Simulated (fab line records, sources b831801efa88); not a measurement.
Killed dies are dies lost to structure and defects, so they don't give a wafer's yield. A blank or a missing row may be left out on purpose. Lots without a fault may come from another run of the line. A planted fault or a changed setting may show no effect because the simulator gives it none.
Which tool did it? | flow sfq_line | 15 lots, 45 wafers sampled, at 4 steps of a route of 325

WHAT THE GAUGES READ, wafer by wafer
SFQ_C5_OVL_MEAS_937. Usual: C5_OVL -2 nm, standard deviation 6.
lot  | measured     | on         | C5_OVL (nm) | flag
L655 | day 69 20:28 | overlay-02 | -1 -2 -4    |
L656 | day 70 08:36 | overlay-01 | 5 -11 -5    |
L657 | day 72 19:11 | overlay-01 | -3 -7 -2    |
L658 | day 73 23:41 | overlay-02 | 5 -3 -4     |
L659 | day 74 04:35 | overlay-01 | -7 -11 -10  |
L660 | day 74 20:11 | overlay-02 | -9 -13 -20  |
L665 | day 76 07:19 | overlay-02 | 1 10 -4     |
L667 | day 76 09:49 | overlay-02 | -6 -15 -1   |
L666 | day 76 13:25 | overlay-01 | -4 -5 -16   |
L668 | day 77 01:26 | overlay-01 | -1 -1 -2    |
L669 | day 77 03:49 | overlay-01 | -6 -5 5     |
L671 | day 77 14:44 | overlay-01 | -4 0 -4     |
L675 | day 78 17:19 | overlay-01 | -8 3 4      |
L676 | day 79 01:43 | overlay-01 | 2 -2 -2     |
L678 | day 79 10:06 | overlay-02 | -3 -6 -6    |

SFQ_I7_BOW_MEAS_946. Usual: I7_BOW 9 um, standard deviation 9.7.
lot  | measured     | on            | I7_BOW (um) | flag
L655 | day 78 21:42 | film_metro-03 | 7 10 5      |
L656 | day 79 06:44 | film_metro-03 | 4 0 7       |
L657 | day 79 09:47 | film_metro-01 | 17 3 5      |
L658 | day 79 12:46 | film_metro-04 | 6 -6 -2     |
L659 | day 80 12:07 | film_metro-01 | 7 8 15      |
L660 | day 80 13:06 | film_metro-03 | -4 -1 -4    |
L665 | day 85 21:16 | film_metro-01 | 17 3 9      |
L667 | day 85 23:05 | film_metro-03 | -6 12 7     |
L666 | day 86 00:48 | film_metro-04 | -3 -13 -2   |
L668 | day 86 05:38 | film_metro-04 | 12 12 1     |
L669 | day 86 13:30 | film_metro-03 | 11 14 11    |
L671 | day 86 22:30 | film_metro-01 | 11 14 13    |
L675 | day 87 17:40 | film_metro-04 | -7 -9 -3    |
L676 | day 88 05:34 | film_metro-03 | -4 2 8      |
L678 | day 88 09:40 | film_metro-01 | 6 13 3      |

WHICH TOOL RAN EACH LOT (tool, then ch and the chambers of the sampled wafers, then the start)
lot  | SFQ_TRILAYER_I2_VIA_BARC_OPEN_VIA_ETCH_096 | SFQ_TRILAYER_JJ_CE_STRIP_STRIP_120
L655 | rie_diel-03 ch 0,1, day 30 10:50           | rie_metal-01 ch 0,1, day 50 04:23
L656 | rie_diel-02 ch 0,1,3, day 31 02:26         | rie_metal-01 ch 0,1, day 50 07:59
L657 | rie_diel-03 ch 0,1, day 31 10:50           | rie_metal-01 ch 0,1, day 50 14:04
L658 | rie_diel-03 ch 2,3, day 32 06:17           | rie_metal-01 ch 0,1, day 51 11:35
L659 | rie_diel-04 ch 0,1,2, day 32 08:41         | rie_metal-04 ch 0,1, day 51 16:23
L660 | rie_diel-03 ch 0,1, day 32 12:17           | rie_metal-02 ch 0,1, day 51 19:59
L665 | rie_diel-04 ch 0,1, day 34 07:37           | rie_metal-04 ch 0,1, day 60 03:46
L667 | rie_diel-02 ch 0,2,3, day 34 17:20         | rie_metal-01 ch 0,1, day 60 08:19
L666 | rie_diel-03 ch 0,2,3, day 34 18:32         | rie_metal-04 ch 0,1, day 60 10:43
L668 | rie_diel-03 ch 0,1, day 34 22:08           | rie_metal-02 ch 0,1, day 60 14:31
L669 | rie_diel-02 ch 0,1,2, day 35 05:20         | rie_metal-04 ch 0,1, day 60 17:55
L671 | rie_diel-02 ch 2,3, day 35 22:07           | rie_metal-01 ch 0,1, day 61 12:09
L675 | rie_diel-03 ch 1,2, day 37 02:43           | rie_metal-02 ch 0, day 63 07:29
L676 | rie_diel-04 ch 0,2,3, day 37 14:43         | rie_metal-01 ch 0,1, day 63 18:13
L678 | rie_diel-02 ch 0,1,3, day 38 09:53         | rie_metal-02 ch 0,1, day 64 14:37
- SFQ_TRILAYER_I2_VIA_BARC_OPEN_VIA_ETCH_096: etches BARC in O2, target depth 125 nm, time 41.7 s.
- SFQ_TRILAYER_JJ_CE_STRIP_STRIP_120: strips in O2.

WHAT THE TOOLS THEMSELVES READ (means of the sampled wafers that have a number; where no wafer has one, the mark that the record gives instead)
SFQ_TRILAYER_I2_VIA_BARC_OPEN_VIA_ETCH_096. Usual: drypump_motor_current_A 5.6 A, standard deviation 0.41; oes_product_au 0.686 a.u., standard deviation 0.0048; run_length_s 69.9 s, standard deviation 0.47.
lot  | tool        | drypump_motor_current_A (A) | oes_product_au (a.u.) | run_length_s (s) | flag
L655 | rie_diel-03 | 5.3                         | 0.684                 | 69.8             |
L656 | rie_diel-02 | 5.9                         | 0.685                 | 70.5             |
L657 | rie_diel-03 | 5.3                         | 0.684                 | 69.9             |
L658 | rie_diel-03 | 5.4                         | 0.681                 | 70.1             |
L659 | rie_diel-04 | 5.6                         | 0.692                 | 69.7             |
L660 | rie_diel-03 | 5.3                         | 0.682                 | 70.0             |
L665 | rie_diel-04 | 5.8                         | 0.688                 | 69.5             |
L667 | rie_diel-02 | 6.0                         | 0.642                 | 78.2             | OFF
L666 | rie_diel-03 | 5.1                         | 0.687                 | 69.7             |
L668 | rie_diel-03 | 5.3                         | 0.688                 | 69.8             |
L669 | rie_diel-02 | 5.7                         | 0.636                 | 78.6             | OFF
L671 | rie_diel-02 | 6.2                         | 0.667                 | 73.9             | OFF
L675 | rie_diel-03 | 5.6                         | 0.684                 | 69.9             |
L676 | rie_diel-04 | 5.6                         | 0.687                 | 69.7             |
L678 | rie_diel-02 | 5.9                         | 0.681                 | 70.2             |

SFQ_TRILAYER_JJ_CE_STRIP_STRIP_120. Usual: drypump_motor_current_A 5.4 A, standard deviation 0.48; oes_product_au 0.999 a.u., standard deviation 0.01.
lot  | tool         | drypump_motor_current_A (A) | oes_product_au (a.u.) | flag
L655 | rie_metal-01 | 5.3                         | 1.000                 |
L656 | rie_metal-01 | 5.6                         | 1.005                 |
L657 | rie_metal-01 | 5.5                         | 1.009                 |
L658 | rie_metal-01 | 5.3                         | 0.996                 |
L659 | rie_metal-04 | 5.4                         | 1.001                 |
L660 | rie_metal-02 | 5.1                         | 0.991                 |
L665 | rie_metal-04 | 5.4                         | 1.004                 |
L667 | rie_metal-01 | 5.3                         | 0.994                 |
L666 | rie_metal-04 | 5.7                         | 0.999                 |
L668 | rie_metal-02 | 5.1                         | 0.999                 |
L669 | rie_metal-04 | 5.8                         | 1.007                 |
L671 | rie_metal-01 | 5.6                         | 0.990                 |
L675 | rie_metal-02 | 5.8                         | 1.012                 |
L676 | rie_metal-01 | 5.3                         | 1.004                 |
L678 | rie_metal-02 | 5.1                         | 0.994                 |

THE ANSWER, worked out from the rows above alone
Rule: a lot is off if the mean of its wafers that have a number lies more than 3 standard deviations from the usual mean. A lot without any number at a reading at which 4 lots or more have one is off too. The other lots that the step has rows for count as sound. The gauges are gone through in route order, then the tools' own readings, and for those a lot's mean is taken as printed above. The first step at which some lot is off is used, and at that step the reading that is off furthest; a lot without a number counts as furthest.
Off: L667, L669, L671, at SFQ_TRILAYER_I2_VIA_BARC_OPEN_VIA_ETCH_096 (run_length_s).
A tool fits if, at that step or a process step before it, it ran every lot that is off, and no sound lot after the first of them. None of those tried fits.

WHAT THE SIMULATOR HAD PUT IN
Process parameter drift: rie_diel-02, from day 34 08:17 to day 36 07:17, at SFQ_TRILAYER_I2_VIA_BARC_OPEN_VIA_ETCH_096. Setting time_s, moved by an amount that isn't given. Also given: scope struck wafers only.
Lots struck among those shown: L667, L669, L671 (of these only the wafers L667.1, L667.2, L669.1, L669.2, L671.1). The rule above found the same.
